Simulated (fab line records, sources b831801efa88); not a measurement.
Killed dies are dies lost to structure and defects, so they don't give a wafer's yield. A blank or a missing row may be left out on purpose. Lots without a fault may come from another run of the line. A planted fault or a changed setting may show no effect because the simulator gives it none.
Chamber matching | flow gf180mcu | GF_V4_CMP_04 on cmp-02: 4 sister chambers
The step polishes SiO2. 4 wafers are shown with their chamber, then 7 later ones without.

WAFERS WITH THEIR CHAMBER
wafer  | chamber | motor_current_A (A)
L392.1 | 2       | 11.4
L392.3 | 3       | 13.5
L396.2 | 1       | 14.5
L396.3 | 0       | 13.6

WAFERS WITHOUT THEIR CHAMBER
wafer  | motor_current_A (A)
L396.4 | 11.5
L407.1 | 13.1
L407.4 | 13.9
L407.6 | 12.4
L408.1 | 13.8
L408.4 | 13.7
L408.5 | 13.3

WHICH CHAMBER EACH WENT THROUGH
wafer  | from the rows above          | in truth
L396.4 | 2                            | 2
L407.1 | can't be placed: 3 or 0      | 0
L407.4 | can't be placed: 0 or 3 or 1 | 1
L407.6 | can't be placed: 2 or 3 or 0 | 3
L408.1 | can't be placed: 0 or 3 or 1 | 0
L408.4 | can't be placed: 0 or 3 or 1 | 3
L408.5 | can't be placed: 3 or 0      | 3
Placed correctly: 1 of 7. Can't be placed from these rows: 6 (the true chamber is among the candidates in 6). Placed wrongly: 0.
How it was worked out, from the rows above alone: a wafer's distance from a chamber is the root of the sum, over the readings, of the square of ((its reading less the chamber's mean) divided by the reading's scatter). The wafer belongs to the nearest chamber; if the next one is less than 2 further off, it can't be placed. A chamber's mean is the mean of its shown wafers. The scatter: with one shown wafer a chamber, the root of the mean of the squares of how far each hidden wafer lies from its nearest shown one.
